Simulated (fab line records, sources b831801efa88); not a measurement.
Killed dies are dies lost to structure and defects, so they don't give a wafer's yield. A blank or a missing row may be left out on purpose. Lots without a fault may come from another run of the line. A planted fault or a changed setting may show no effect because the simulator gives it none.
A struck lot beside a sound one | flow sky130 | 23 steps out of a route of 708
Sound: wafers L104.1, L104.4, L104.5. Struck: wafers L115.1, L115.3, L115.5. The cause comes at the end.
At each step with rows: each side's tool, then ch and its chambers, then its first start. Under that, the readings that differ: sound wafers | struck wafers | difference of the means | sigmas: that difference in standard deviations of wafers without a fault.
alike: readings whose means differ by less than 2 such deviations, and words and numbers that are the same on both sides. not compared: withheld readings, readings that some wafer has no value for, bounds like >300 that may hide the same value, and numbers for which the record gives no deviation and whose values overlap.
The two part at a step that has a row with sigmas, a row that says differs or no value, or rows on one side only. Numbers that don't overlap but have no deviation are shown without sigmas and don't part them. A reading that every wafer of one side lacks parts them only if that side has two wafers or more.

SKY_METAL2_ETCH_18: etches BARC in N2/H2, stops on SiO2, time 45.9 s, target depth 60 nm.
  sound on rie_metal-02 ch 0, day 36 07:17; struck on rie_metal-04 ch 1, day 38 22:14
  alike: drypump_motor_current_A, oes_product_au, throttle_valve_pct
  not compared: rf_hours_counter_h
SKY_METAL2_METAL_ETCH_19: etches the open film in Cl2/BCl3, stops on SiO2, target depth 360 nm, time 78 s.
  sound on rie_metal-02 ch 0, day 36 07:22; struck on rie_metal-04 ch 1, day 38 22:22
  alike: drypump_motor_current_A, oes_product_au, throttle_valve_pct
  not compared: rf_hours_counter_h
SKY_METAL2_STRIP_20: strips in O2/N2.
  sound on plasma_asher-03 ch 0, day 36 07:27; struck on plasma_asher-01 ch 0,1, day 38 22:32
  reading                      | sound          | struck         | difference | sigmas
  strip_time_to_endpoint_s (s) | 2.69 2.67 2.66 | 2.76 2.78 2.74 | +0.09      | +2
  alike: drypump_motor_current_A, o2_flow_sccm, oes_product_au
  not compared: rf_hours_counter_h
then, 4 steps without rows for these wafers: SKY_METAL2_STRIP_21 (strips in post etch residue remover, time 1200 s); SKY_METAL2_CLEAN_22 (cleans in IPA, time 180 s); SKY_METAL2_CLEAN_23 (cleans in O3/DIW); SKY_VIA2_HDPCVD_00 (deposits SiO2, target thk 1180 nm, time 196.7 s).
SKY_VIA2_THK_MEAS_01:
  sound on film_metro-03, day 36 08:10; struck on film_metro-03, day 38 23:15
  alike: VIA2_HDPCVD_THK
SKY_VIA2_CMP_02: polishes SiO2.
  sound on cmp-02 ch 0,1,2, day 36 08:17; struck on cmp-02 ch 1,2,3, day 38 23:25
  alike: motor_current_A, slurry_flow_ml_min
SKY_VIA2_BOW_MEAS_03:
  sound on film_metro-03, day 36 08:32; struck on film_metro-01, day 38 23:37
  alike: VIA2_BOW
then, 2 steps without rows for these wafers: SKY_VIA2_DEHYDRATE_04 (time 60 s); SKY_VIA2_HMDS_05 (prime time 60 s).
SKY_VIA2_COAT_06: resist thk 60 nm.
  sound on litho_track-02 ch 0, day 36 21:22; struck on litho_track-03 ch 0, day 39 11:46
  reading              | sound                | struck               | difference | sigmas
  spin_speed_rpm (rpm) | 2999.1 2998.0 3000.2 | 2848.1 2847.7 2846.3 | -151.7     | -76
then, 5 steps without rows for these wafers: SKY_VIA2_COAT_07 (resist thk 450 nm); SKY_VIA2_SOFTBAKE_08 (time 90 s); SKY_VIA2_EXPOSE_09 (exposes mask VIM2, target cd 200 nm); SKY_VIA2_PEB_10; SKY_VIA2_DEVELOP_11 (develop time 60 s).
SKY_VIA2_CD_MEAS_12: target cd 200 nm.
  sound on cd_sem-01, day 37 10:58; struck on cd_sem-01, day 39 23:58
  alike: cd_nm
SKY_VIA2_OVL_MEAS_13:
  sound on overlay-02, day 37 11:05; struck on overlay-01, day 40 00:05
  alike: VIA2_OVL
SKY_VIA2_ETCH_14: etches BARC in N2/H2, stops on SiO2, time 45.9 s, target depth 60 nm.
  sound on rie_diel-03 ch 1,3, day 37 11:07; struck on rie_diel-03 ch 0,1, day 40 00:08
  reading                  | sound             | struck            | difference | sigmas
  oes_product_au (a.u.)    | 0.853 0.858 0.861 | 0.867 0.869 0.867 | +0.010     | +2
  model.etch.depth_nm (nm) | 59.87 59.98 60.16 | 61.75 61.78 61.74 | +1.75      |
  alike: drypump_motor_current_A, throttle_valve_pct
  not compared: rf_hours_counter_h
SKY_VIA2_ETCH_15: etches SiO2 in C4F8/O2/Ar, stops on TiN, target depth 546 nm, time 86.05 s.
  sound on rie_diel-03 ch 1,3, day 37 11:10; struck on rie_diel-03 ch 0,1, day 40 00:10
  alike: oes_product_au
  not compared: rf_hours_counter_h
-- the record jumps here: 9 days lie between the struck wafers' starts before and after (it left off in module VIA2 and takes up again in module PAD_OPEN, whose first step shown is number 708 of the route) --
SKY_PAD_OPEN_PROBE_99:
  sound on prober-01, day 46 12:54; struck on prober-02, day 48 15:20
  alike: defect_limited_yield, killed_at_M0_to_M3, killed_at_M4_up, killed_at_contacts, killed_at_front_end, killed_at_other, killed_dies, killed_open, killed_short, sort_bin_3_pad_short, sort_bin_5_function, sort_bin_6_memory, sort_n_pass, sort_yield_pct

WHERE THEY PART
First at SKY_METAL2_STRIP_20; last, within this record, at SKY_VIA2_ETCH_14. Later steps at which nothing parts them and some readings are alike: SKY_VIA2_ETCH_15, SKY_PAD_OPEN_PROBE_99.

WHY: what the simulator had put in
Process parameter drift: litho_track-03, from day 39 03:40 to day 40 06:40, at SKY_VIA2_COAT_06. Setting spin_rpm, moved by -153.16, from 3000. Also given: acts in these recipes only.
